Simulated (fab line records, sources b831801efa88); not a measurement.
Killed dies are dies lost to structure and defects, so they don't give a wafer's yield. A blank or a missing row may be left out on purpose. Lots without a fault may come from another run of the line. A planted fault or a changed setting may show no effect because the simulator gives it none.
fab line records | flow sky130
record lots=24 wafers=72 last_day=51
route steps=708 shown LOCAL_INTERCONNECT@388 CONTACT@429 METAL1@434 VIA1@461
lots that met no fault: from a run of the same line without faults
start_h: hours from the record's first day to the start of the lot's first wafer shown | wait_h: hours since the lot's step before | " the same as in the row above | L1.1+2: a row that stands for several wafers | - no value, or no start given | * or withheld: withheld | < > ~ a bound
route shown NAME@n: a module of which the file shows steps, and the number in the route of the first | usual: mean/standard deviation of fault-free wafers | same: alike in all rows | chamber/n: place in a boat | sites: the reading at each site | _std_site: their standard deviation | _edge_site: outer sites' mean less inner sites' | radius_mm: how far each site lies from the wafer's centre | mask NAME#n: copy n | behind: the tool/chamber that last shaped the wafer | hold: why the lot was held/for how many hours/how that ended | device: the transistor (n, p or np) that didn't switch | end of line: the same wafers' tests at the end of the route | a step without rows: its recipe alone | killed: dies lost to structure and defects at the first sort, not the wafer's yield | map: a wafer's dies, x killed, . not, _ none there
set.NAME: the setting as run; set.NAME@STEP: as run at that earlier step | model.NAME: the simulator's own value behind a step, which no gauge read
steps of the route over a sample of lots; a table a step, a row a wafer
services: from which hour (start_h, from the record's first day; less than 0 if before it) a tool's chamber was out of use, for how many hours, and why
## steps
# step SKY_LOCAL_INTERCONNECT_RS_MEAS_01
# recipe thk_meas_gauge=four-point-probe reads=TiN_of_LOCAL_INTERCONNECT_SPUTTER_00
# usual LOCAL_INTERCONNECT_TIN_RS=14.26/0.18
# columns lot.wafer tool chamber start_h wait_h LOCAL_INTERCONNECT_TIN_RS[ohm/sq]
L074.2 film_metro-01 - 697.11 0.1 14.13
L074.3 " - " " 14.16
L074.4 " - " " 14.28
L075.3 film_metro-02 - 703.34 0.1 14.27
L075.5 " - " " 14.40
L075.6 " - " " 14.42
L076.3 film_metro-01 - 714.26 0.1 14.52
L076.4 " - " " 14.39
L076.5 " - " " 14.42
L077.2 film_metro-03 - 723.77 0.1 14.39
L077.3 " - " " 14.39
L077.6 " - " " 14.40
L078.3 film_metro-02 - 732.89 0.1 14.32
L078.4 " - " " 14.32
L078.5 " - " " 14.39
L079.1 film_metro-01 - 737.14 0.0 14.03
L079.2 " - " " 14.15
L079.4 " - " " 14.19
L080.4 film_metro-01 - 745.56 0.1 14.39
L080.5 " - " " 14.20
L080.6 " - " " 14.36
L081.1 film_metro-02 - 754.07 0.0 14.26
L081.3 " - " " 14.28
L081.6 " - " " 14.22
L082.3 film_metro-02 - 764.49 0.1 14.23
L082.4 " - " " 14.25
L082.6 " - " " 14.17
L083.1 film_metro-03 - 765.89 0.0 14.16
L083.2 " - " " 14.23
L083.5 " - " " 14.27
L084.2 film_metro-03 - 775.64 0.1 14.69
L084.5 " - " " 14.63
L084.6 " - " " 14.55
L085.1 film_metro-02 - 789.70 0.0 14.49
L085.4 " - " " 14.41
L085.6 " - " " 14.40
L086.1 film_metro-02 - 790.26 0.0 13.96
L086.2 " - " " 14.23
L086.5 " - " " 14.15
L087.2 film_metro-03 - 805.25 0.1 14.34
L087.4 " - " " 14.44
L087.5 " - " " 14.40
L088.2 film_metro-01 - 807.66 0.1 14.31
L088.3 " - " " 14.49
L088.5 " - " " 14.46
L089.2 film_metro-02 - 813.80 0.1 14.34
L089.3 " - " " 14.19
L089.6 " - " " 14.41
L090.1 film_metro-03 - 818.57 0.0 13.83
L090.4 " - " " 13.88
L090.5 " - " " 13.86
L091.1 film_metro-03 - 829.82 0.0 14.04
L091.2 " - " " 14.05
L091.4 " - " " 14.13
L092.3 film_metro-03 - 842.13 0.1 14.12
L092.5 " - " " 14.03
L092.6 " - " " 14.18
L093.2 film_metro-03 - 844.31 0.1 14.46
L093.4 " - " " 14.56
L093.5 " - " " 14.33
L094.1 film_metro-03 - 847.20 0.0 14.01
L094.4 " - " " 14.01
L094.6 " - " " 14.06
L095.1 film_metro-01 - 854.01 0.0 14.15
L095.4 " - " " 14.16
L095.6 " - " " 14.19
L096.1 film_metro-02 - 865.64 0.0 14.37
L096.3 " - " " 14.32
L096.5 " - " " 14.38
L097.2 film_metro-01 - 874.19 0.1 14.12
L097.4 " - " " 14.40
L097.6 " - " " 14.31
# step SKY_LOCAL_INTERCONNECT_CD_MEAS_11
# recipe target_cd_nm=170
# usual cd_nm=169.7/1.6
# columns lot.wafer tool chamber start_h wait_h cd_nm
L074.2 cd_sem-02 - 725.43 - 169.0
L074.3 " - " " 170.2
L074.4 " - " " 168.1
L075.3 cd_sem-01 - 732.25 - 173.2
L075.5 " - " " 171.8
L075.6 " - " " 170.8
L076.3 cd_sem-01 - 741.78 - 170.0
L076.4 " - " " 168.9
L076.5 " - " " 168.3
L077.2 cd_sem-01 - 751.33 - 168.7
L077.3 " - " " 168.0
L077.6 " - " " 168.4
L078.3 cd_sem-02 - 761.00 - 168.9
L078.4 " - " " 166.9
L078.5 " - " " 168.3
L079.1 cd_sem-02 - 764.76 - 171.7
L079.2 " - " " 171.1
L079.4 " - " " 171.1
L080.4 cd_sem-02 - 772.97 - 171.4
L080.5 " - " " 170.2
L080.6 " - " " 170.2
L081.1 cd_sem-02 - 782.26 - 170.0
L081.3 " - " " 170.8
L081.6 " - " " 169.0
L082.3 cd_sem-01 - 791.90 - 171.4
L082.4 " - " " 170.7
L082.6 " - " " 170.7
L083.1 cd_sem-01 - 793.94 - 171.4
L083.2 " - " " 169.7
L083.5 " - " " 169.6
L084.2 cd_sem-01 - 802.66 - 168.0
L084.5 " - " " 168.0
L084.6 " - " " 167.4
L085.1 cd_sem-02 - 816.71 - 170.1
L085.4 " - " " 169.6
L085.6 " - " " 169.1
L086.1 cd_sem-02 - 817.56 - 173.8
L086.2 " - " " 173.1
L086.5 " - " " 172.7
L087.2 cd_sem-01 - 832.76 - 168.9
L087.4 " - " " 169.5
L087.5 " - " " 169.1
L088.2 cd_sem-02 - 834.81 - 170.9
L088.3 " - " " 170.4
L088.5 " - " " 170.4
L089.2 cd_sem-01 - 840.73 - 169.2
L089.3 " - " " 170.2
L089.6 " - " " 170.2
L090.1 cd_sem-02 - 844.66 - 167.7
L090.4 " - " " 168.1
L090.5 " - " " 169.5
L091.1 cd_sem-01 - 856.74 - 168.4
L091.2 " - " " 167.5
L091.4 " - " " 167.6
L092.3 cd_sem-01 - 868.50 - 171.5
L092.5 " - " " 171.8
L092.6 " - " " 170.4
L093.2 cd_sem-02 - 870.68 - 167.4
L093.4 " - " " 168.0
L093.5 " - " " 169.0
L094.1 cd_sem-01 - 873.66 - 165.9
L094.4 " - " " 167.8
L094.6 " - " " 166.6
L095.1 cd_sem-02 - 880.69 - 169.9
L095.4 " - " " 169.3
L095.6 " - " " 167.5
L096.1 cd_sem-01 - 892.46 - 172.0
L096.3 " - " " 171.0
L096.5 " - " " 171.8
L097.2 cd_sem-02 - 901.58 - 169.4
L097.4 " - " " 168.9
L097.6 " - " " 168.4
# step SKY_CONTACT_SPUTTER_23
# recipe material=TiN target_thk_nm=20 chamber_pressure_pa=5 power_w=4000 time_s=80
# usual throttle_valve_pct=30.1/1.2
# columns lot.wafer tool chamber start_h wait_h throttle_valve_pct
L074.2 pvd_sputter-04 - 755.12 0.0 29.5
L074.3 " - " " 30.2
L074.4 " - " " 30.8
L075.3 pvd_sputter-01 - 762.19 0.0 31.4
L075.5 " - " " 30.7
L075.6 " - " " 29.0
L076.3 pvd_sputter-03 - 772.24 0.0 31.0
L076.4 " - " " 28.5
L076.5 " - " " 28.4
L077.2 pvd_sputter-04 - 781.16 0.0 29.8
L077.3 " - " " 31.0
L077.6 " - " " 31.2
L078.3 pvd_sputter-04 - 790.89 0.0 29.5
L078.4 " - " " 30.3
L078.5 " - " " 29.6
L079.1 pvd_sputter-03 - 794.65 0.0 27.4
L079.2 " - " " 31.1
L079.4 " - " " 28.6
L080.4 pvd_sputter-01 - 802.41 0.0 29.4
L080.5 " - " " 31.5
L080.6 " - " " 28.6
L081.1 pvd_sputter-03 - 812.08 0.0 27.4
L081.3 " - " " 31.5
L081.6 " - " " 31.4
L082.3 pvd_sputter-01 - 821.57 0.0 31.1
L082.4 " - " " 30.8
L082.6 " - " " 31.4
L083.1 pvd_sputter-04 - 824.40 0.0 29.5
L083.2 " - " " 30.4
L083.5 " - " " 30.3
L084.2 pvd_sputter-04 - 831.87 0.0 29.9
L084.5 " - " " 31.5
L084.6 " - " " 30.6
L085.1 pvd_sputter-01 - 845.62 0.0 29.5
L085.4 " - " " 28.7
L085.6 " - " " 30.8
L086.1 pvd_sputter-04 - 847.85 0.0 31.4
L086.2 " - " " 30.8
L086.5 " - " " 31.5
L087.2 pvd_sputter-01 - 862.00 0.0 31.5
L087.4 " - " " 30.6
L087.5 " - " " 30.9
L088.2 pvd_sputter-03 - 863.81 0.0 31.2
L088.3 " - " " 29.4
L088.5 " - " " 31.3
L089.2 pvd_sputter-04 - 869.66 0.0 30.9
L089.3 " - " " 30.4
L089.6 " - " " 30.9
L090.1 pvd_sputter-01 - 872.99 0.0 29.3
L090.4 " - " " 31.4
L090.5 " - " " 28.6
L091.1 pvd_sputter-04 - 885.07 0.0 29.5
L091.2 " - " " 31.0
L091.4 " - " " 31.6
L092.3 pvd_sputter-04 - 897.85 0.0 31.3
L092.5 " - " " 29.7
L092.6 " - " " 30.8
L093.2 pvd_sputter-04 - 899.75 0.0 30.2
L093.4 " - " " 29.5
L093.5 " - " " 30.3
L094.1 pvd_sputter-04 - 903.29 0.0 31.5
L094.4 " - " " 30.2
L094.6 " - " " 29.5
L095.1 pvd_sputter-03 - 909.77 0.0 28.5
L095.4 " - " " 27.2
L095.6 " - " " 31.2
L096.1 pvd_sputter-03 - 920.45 0.0 27.7
L096.3 " - " " 29.9
L096.5 " - " " 29.7
L097.2 pvd_sputter-04 - 928.85 0.0 31.6
L097.4 " - " " 30.5
L097.6 " - " " 29.5
# step SKY_METAL1_SPUTTER_00
# recipe material=Ti target_thk_nm=15 power_w=3000 time_s=10 chamber_pressure_pa=0.4
# usual throttle_valve_pct=29.8/1.4
# columns lot.wafer tool chamber start_h wait_h throttle_valve_pct
L074.2 pvd_sputter-03 - 755.77 0.1 27.3
L074.3 " - " " 29.7
L074.4 " - " " 28.6
L075.3 pvd_sputter-02 - 762.84 0.2 31.4
L075.5 " - " " 31.9
L075.6 " - " " 31.1
L076.3 pvd_sputter-02 - 772.89 0.1 28.6
L076.4 " - " " 31.3
L076.5 " - " " 31.9
L077.2 pvd_sputter-03 - 781.81 0.1 28.9
L077.3 " - " " 31.7
L077.6 " - " " 28.7
L078.3 pvd_sputter-03 - 791.54 0.1 29.8
L078.4 " - " " 31.4
L078.5 " - " " 29.6
L079.1 pvd_sputter-02 - 795.30 0.2 29.1
L079.2 " - " " 31.7
L079.4 " - " " 31.4
L080.4 pvd_sputter-02 - 803.17 0.2 31.9
L080.5 " - " " 31.2
L080.6 " - " " 28.4
L081.1 pvd_sputter-02 - 812.73 0.1 28.7
L081.3 " - " " 31.9
L081.6 " - " " 31.1
L082.3 pvd_sputter-03 - 822.22 0.2 27.4
L082.4 " - " " 29.5
L082.6 " - " " 31.3
L083.1 pvd_sputter-02 - 825.09 0.1 31.9
L083.2 " - " " 31.3
L083.5 " - " " 28.5
L084.2 pvd_sputter-03 - 832.52 0.1 28.5
L084.5 " - " " 31.3
L084.6 " - " " 27.5
L085.1 pvd_sputter-02 - 846.27 0.1 29.2
L085.4 " - " " 28.4
L085.6 " - " " 31.3
L086.1 pvd_sputter-03 - 848.50 0.2 28.6
L086.2 " - " " 27.6
L086.5 " - " " 27.4
L087.2 pvd_sputter-04 - 862.65 0.1 29.5
L087.4 " - " " 31.4
L087.5 " - " " 29.6
L088.2 pvd_sputter-02 - 864.46 0.2 28.4
L088.3 " - " " 31.3
L088.5 " - " " 28.6
L089.2 pvd_sputter-02 - 870.31 0.1 31.2
L089.3 " - " " 29.2
L089.6 " - " " 28.5
L090.1 pvd_sputter-03 - 873.64 0.1 27.6
L090.4 " - " " 29.6
L090.5 " - " " 28.6
L091.1 pvd_sputter-02 - 885.73 0.1 28.4
L091.2 " - " " 31.9
L091.4 " - " " 29.3
L092.3 pvd_sputter-03 - 898.50 0.2 27.4
L092.5 " - " " 28.5
L092.6 " - " " 27.6
L093.2 pvd_sputter-03 - 900.40 0.1 29.7
L093.4 " - " " 31.3
L093.5 " - " " 28.4
L094.1 pvd_sputter-03 - 903.94 0.2 28.4
L094.4 " - " " 29.8
L094.6 " - " " 27.4
L095.1 pvd_sputter-02 - 910.42 0.1 28.3
L095.4 " - " " 28.5
L095.6 " - " " 31.4
L096.1 pvd_sputter-04 - 921.10 0.2 29.9
L096.3 " - " " 30.6
L096.5 " - " " 30.8
L097.2 pvd_sputter-03 - 929.55 0.2 29.7
L097.4 " - " " 27.8
L097.6 " - " " 29.7
# step SKY_VIA1_BOW_MEAS_03
# recipe mode=bow
# usual VIA1_BOW=80/7
# columns lot.wafer tool chamber start_h wait_h VIA1_BOW[um]
L074.2 film_metro-03 - 785.33 0.1 78
L074.3 " - " " 77
L074.4 " - " " 82
L075.3 film_metro-01 - 792.37 0.1 78
L075.5 " - " " 93
L075.6 " - " " 81
L076.3 film_metro-03 - 802.64 0.2 82
L076.4 " - " " 88
L076.5 " - " " 67
L077.2 film_metro-03 - 811.50 0.2 63
L077.3 " - " " 76
L077.6 " - " " 82
L078.3 film_metro-04 - 820.80 0.3 86
L078.4 " - " " 76
L078.5 " - " " 78
L079.1 film_metro-01 - 824.56 0.2 75
L079.2 " - " " 89
L079.4 " - " " 74
L080.4 film_metro-03 - 832.23 0.2 79
L080.5 " - " " 74
L080.6 " - " " 84
L081.1 film_metro-01 - 841.35 0.2 79
L081.3 " - " " 78
L081.6 " - " " 75
L082.3 film_metro-04 - 850.46 0.2 85
L082.4 " - " " 86
L082.6 " - " " 89
L083.1 film_metro-03 - 853.67 0.1 85
L083.2 " - " " 76
L083.5 " - " " 74
L084.2 film_metro-04 - 860.94 0.3 81
L084.5 " - " " 90
L084.6 " - " " 79
L085.1 film_metro-01 - 873.81 0.2 75
L085.4 " - " " 84
L085.6 " - " " 74
L086.1 film_metro-04 - 876.67 0.2 81
L086.2 " - " " 80
L086.5 " - " " 93
L087.2 film_metro-01 - 890.28 0.3 69
L087.4 " - " " 71
L087.5 " - " " 77
L088.2 film_metro-03 - 892.29 0.2 91
L088.3 " - " " 77
L088.5 " - " " 84
L089.2 film_metro-03 - 899.22 0.1 70
L089.3 " - " " 75
L089.6 " - " " 90
L090.1 film_metro-01 - 901.81 0.1 91
L090.4 " - " " 77
L090.5 " - " " 76
L091.1 film_metro-03 - 913.74 0.2 83
L091.2 " - " " 79
L091.4 " - " " 80
L092.3 film_metro-01 - 926.10 0.2 83
L092.5 " - " " 97
L092.6 " - " " 77
L093.2 film_metro-01 - 927.18 0.2 73
L093.4 " - " " 80
L093.5 " - " " 91
L094.1 film_metro-04 - 930.56 0.2 84
L094.4 " - " " 84
L094.6 " - " " 74
L095.1 film_metro-01 - 937.40 0.1 81
L095.4 " - " " 76
L095.6 " - " " 79
L096.1 film_metro-04 - 947.80 0.2 74
L096.3 " - " " 80
L096.5 " - " " 88
L097.2 film_metro-04 - 956.54 0.1 73
L097.4 " - " " 92
L097.6 " - " " 75
# step SKY_VIA1_SPUTTER_20
# recipe material=TiN target_thk_nm=20 chamber_pressure_pa=5 power_w=4000 time_s=80
# usual throttle_valve_pct=30.3/1.1
# columns lot.wafer tool chamber start_h wait_h throttle_valve_pct
L074.2 pvd_sputter-02 - 813.59 0.0 29.1
L074.3 " - " " 31.1
L074.4 " - " " 31.9
L075.3 pvd_sputter-01 - 820.72 0.0 30.9
L075.5 " - " " 30.5
L075.6 " - " " 29.5
L076.3 pvd_sputter-02 - 831.15 0.0 32.0
L076.4 " - " " 31.2
L076.5 " - " " 32.0
L077.2 pvd_sputter-01 - 838.97 0.0 30.7
L077.3 " - " " 28.9
L077.6 " - " " 29.4
L078.3 pvd_sputter-01 - 848.25 0.0 30.5
L078.4 " - " " 29.3
L078.5 " - " " 29.0
L079.1 pvd_sputter-01 - 851.68 0.0 28.6
L079.2 " - " " 29.7
L079.4 " - " " 30.6
L080.4 pvd_sputter-04 - 859.25 0.0 30.3
L080.5 " - " " 31.6
L080.6 " - " " 29.2
L081.1 pvd_sputter-01 - 868.55 0.0 29.0
L081.3 " - " " 29.1
L081.6 " - " " 28.7
L082.3 pvd_sputter-02 - 877.83 0.0 31.2
L082.4 " - " " 31.8
L082.6 " - " " 31.4
L083.1 pvd_sputter-04 - 881.13 0.0 31.6
L083.2 " - " " 30.5
L083.5 " - " " 30.9
L084.2 pvd_sputter-01 - 888.56 0.0 31.5
L084.5 " - " " 28.8
L084.6 " - " " 30.7
L085.1 pvd_sputter-01 - 901.43 0.0 31.4
L085.4 " - " " 30.7
L085.6 " - " " 28.5
L086.1 pvd_sputter-01 - 903.66 0.0 31.4
L086.2 " - " " 30.7
L086.5 " - " " 30.9
L087.2 pvd_sputter-04 - 916.49 0.0 30.5
L087.4 " - " " 29.6
L087.5 " - " " 30.6
L088.2 pvd_sputter-02 - 918.51 0.0 32.2
L088.3 " - " " 29.3
L088.5 " - " " 32.1
L089.2 pvd_sputter-02 - 925.76 0.0 32.1
L089.3 " - " " 29.1
L089.6 " - " " 31.9
L090.1 pvd_sputter-04 - 927.80 0.0 29.7
L090.4 " - " " 30.3
L090.5 " - " " 31.3
L091.1 pvd_sputter-04 - 939.78 0.0 30.5
L091.2 " - " " 30.8
L091.4 " - " " 31.5
L092.3 pvd_sputter-01 - 952.11 0.0 31.4
L092.5 " - " " 28.7
L092.6 " - " " 31.1
L093.2 pvd_sputter-02 - 953.35 0.0 31.2
L093.4 " - " " 29.1
L093.5 " - " " 31.3
L094.1 pvd_sputter-02 - 956.35 0.0 31.3
L094.4 " - " " 32.0
L094.6 " - " " 32.1
L095.1 pvd_sputter-02 - 962.89 0.0 31.9
L095.4 " - " " 28.6
L095.6 " - " " 29.2
L096.1 pvd_sputter-01 - 973.48 0.0 30.5
L096.3 " - " " 31.3
L096.5 " - " " 28.5
L097.2 pvd_sputter-04 - 981.65 0.0 30.4
L097.4 " - " " 31.1
L097.6 " - " " 30.2
## services
# columns tool chamber start_h hours kind
pvd_sputter-03 - 737.35 1.5 repair
pvd_sputter-02 0 744.50 - consumable_replace:kit
pvd_sputter-02 0 744.50 18.0 scheduled_down
pvd_sputter-02 0 744.50 18.0 vent_cycle
pvd_sputter-04 - 766.50 12.0 repair
pvd_sputter-04 3 832.59 - consumable_replace:kit
pvd_sputter-04 3 832.59 18.0 scheduled_down
pvd_sputter-04 3 832.59 18.0 vent_cycle
pvd_sputter-03 0 842.48 - consumable_replace:kit
pvd_sputter-03 0 842.48 18.0 scheduled_down
pvd_sputter-03 0 842.48 18.0 vent_cycle
pvd_sputter-04 - 842.99 1.3 repair
pvd_sputter-01 - 884.63 2.1 repair
pvd_sputter-02 3 894.32 - consumable_replace:kit
pvd_sputter-02 3 894.32 18.0 scheduled_down
pvd_sputter-02 3 894.32 18.0 vent_cycle
pvd_sputter-02 - 900.67 3.4 repair
pvd_sputter-02 - 920.23 5.1 repair
pvd_sputter-01 - 921.25 1.0 repair
## key
fault none
